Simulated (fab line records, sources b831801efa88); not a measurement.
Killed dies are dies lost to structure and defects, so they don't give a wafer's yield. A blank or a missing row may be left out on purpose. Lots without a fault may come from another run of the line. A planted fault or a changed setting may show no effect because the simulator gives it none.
Tool commonality check | flow gf180mcu | 12 lots, 36 wafers sampled

WHY IT WAS OPENED
At GF_V4_CD_MEAS_14 the reading cd_nm is flagged on 2 of 12 lots. Wafers without a fault read 260.1 nm, standard deviation 1.2.
Rule: a lot is flagged when every wafer of it that has a number lies more than 4 standard deviations from that mean, or none has a number. The other lots count as sound.

lot  | measured     | on        | cd_nm (nm), wafer by wafer | flag
L447 | day 24 14:47 | cd_sem-01 | 259.4 261.2 260.2          |
L451 | day 26 01:30 | cd_sem-01 | 261.4 262.4 261.8          |
L452 | day 26 01:35 | cd_sem-02 | 259.4 260.4 260.0          |
L453 | day 26 12:02 | cd_sem-02 | 259.7 260.7 259.9          |
L456 | day 27 08:43 | cd_sem-02 | 259.4 260.9 260.3          |
L458 | day 28 00:41 | cd_sem-02 | 261.1 259.6 260.9          |
L461 | day 28 20:33 | cd_sem-02 | 263.1 262.6 262.8          |
L462 | day 29 00:49 | cd_sem-02 | 259.3 259.6 259.9          |
L466 | day 30 07:22 | cd_sem-01 | 226.8 227.5 226.9          | FLAGGED
L467 | day 30 13:54 | cd_sem-01 | 225.2 225.5 226.0          | FLAGGED
L468 | day 30 17:19 | cd_sem-01 | 260.3 259.5 260.3          |
L470 | day 31 11:38 | cd_sem-01 | 258.6 258.9 259.0          |
The numbers of the flagged lots are 226.3 nm on average: -33.8 nm against the usual, or -28 standard deviations.

WHICH TOOL RAN EACH LOT
The record holds 3 process steps before the reading, out of a route of 602 steps. In each cell: the tool, then ch and the chambers that the sampled wafers went through, then the start.
lot  | flag    | GF_M4_SPUTTER_03             | GF_M4_STRIP_17                       | GF_V4_PEB_12
L447 |         | pvd_sputter-03, day 22 15:28 | plasma_asher-01 ch 0,1, day 23 15:17 | litho_track-04 ch 0, day 24 14:26
L451 |         | pvd_sputter-01, day 24 03:52 | plasma_asher-03 ch 0,1, day 25 02:34 | litho_track-02 ch 0, day 26 01:09
L452 |         | pvd_sputter-03, day 24 03:56 | plasma_asher-02 ch 0,1, day 25 02:53 | litho_track-04 ch 0, day 26 01:14
L453 |         | pvd_sputter-01, day 24 16:04 | plasma_asher-03 ch 0,1, day 25 13:46 | litho_track-02 ch 0, day 26 11:43
L456 |         | pvd_sputter-04, day 25 13:53 | plasma_asher-01 ch 0,1, day 26 11:17 | litho_track-02 ch 0, day 27 08:23
L458 |         | pvd_sputter-04, day 26 06:41 | plasma_asher-01 ch 0,1, day 27 03:31 | litho_track-02 ch 0, day 28 00:20
L461 |         | pvd_sputter-01, day 27 03:54 | plasma_asher-03 ch 0,1, day 27 23:59 | litho_track-02 ch 0, day 28 20:12
L462 |         | pvd_sputter-04, day 27 08:16 | plasma_asher-03 ch 0,1, day 28 04:18 | litho_track-04 ch 0, day 29 00:28
L466 | FLAGGED | pvd_sputter-01, day 28 15:58 | plasma_asher-03 ch 0,1, day 29 11:22 | litho_track-02 ch 0, day 30 07:03
L467 | FLAGGED | pvd_sputter-01, day 28 22:36 | plasma_asher-03 ch 0,1, day 29 17:37 | litho_track-02 ch 0, day 30 13:33
L468 |         | pvd_sputter-04, day 29 03:10 | plasma_asher-02 ch 0,1, day 29 22:16 | litho_track-04 ch 0, day 30 16:59
L470 |         | pvd_sputter-01, day 29 22:29 | plasma_asher-03 ch 0,1, day 30 16:40 | litho_track-01 ch 0, day 31 11:17
What these steps do:
- GF_M4_SPUTTER_03: material Ti, target thk 10 nm, time 6.7 s.
- GF_M4_STRIP_17: strips in O2/N2.
- GF_V4_PEB_12: peb time 90 s.
- GF_V4_CD_MEAS_14: target cd 260 nm.

FLAGGED OVER TOTAL, TOOL BY TOOL (the gauges that took the reading come last)
step             | tool            | lots run | flagged | share of the flagged lots | sound lots run after its first flagged lot
GF_M4_SPUTTER_03 | pvd_sputter-01  | 6        | 2       | all                       | 1 (L470)
GF_M4_SPUTTER_03 | pvd_sputter-03  | 2        | 0       | none                      | -
GF_M4_SPUTTER_03 | pvd_sputter-04  | 4        | 0       | none                      | -
GF_M4_STRIP_17   | plasma_asher-01 | 3        | 0       | none                      | -
GF_M4_STRIP_17   | plasma_asher-02 | 2        | 0       | none                      | -
GF_M4_STRIP_17   | plasma_asher-03 | 7        | 2       | all                       | 1 (L470)
GF_V4_PEB_12     | litho_track-01  | 1        | 0       | none                      | -
GF_V4_PEB_12     | litho_track-02  | 7        | 2       | all                       | 0
GF_V4_PEB_12     | litho_track-04  | 4        | 0       | none                      | -
GF_V4_CD_MEAS_14 | cd_sem-01       | 6        | 2       | all                       | 2 (L468,L470)
GF_V4_CD_MEAS_14 | cd_sem-02       | 6        | 0       | none                      | -

WHAT THE TABLE ALLOWS
4 rows of the table ran every flagged lot: pvd_sputter-01 at GF_M4_SPUTTER_03, plasma_asher-03 at GF_M4_STRIP_17, litho_track-02 at GF_V4_PEB_12, cd_sem-01 at GF_V4_CD_MEAS_14.
- pvd_sputter-01 at GF_M4_SPUTTER_03: 2 of its 6 lots flagged. Sound lots ran on it after the first flagged one (L470), which a lasting fault on the whole tool wouldn't allow.
- plasma_asher-03 at GF_M4_STRIP_17: 2 of its 7 lots flagged. Sound lots ran on it after the first flagged one (L470), which a lasting fault on the whole tool wouldn't allow.
- litho_track-02 at GF_V4_PEB_12: 2 of its 7 lots flagged. Its last sound lot is L461 (day 28 20:12), its first flagged lot L466 (day 30 07:03): a fault that began between those two fits. Its own readings lie more than 4 standard deviations out on every wafer of the flagged lots: heater_power_total_W, plate_temp_C.
- cd_sem-01 at GF_V4_CD_MEAS_14: 2 of its 6 lots flagged. Sound lots ran on it after the first flagged one (L468, L470), which a lasting fault on the whole tool wouldn't allow.
One tool is left: litho_track-02 at GF_V4_PEB_12.

WHAT THE SIMULATOR HAD PUT IN
Process parameter drift: litho_track-02, from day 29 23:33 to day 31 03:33, at GF_V4_PEB_12. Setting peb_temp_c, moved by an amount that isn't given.
Lots struck among those shown: L466, L467. The rule above found the same.
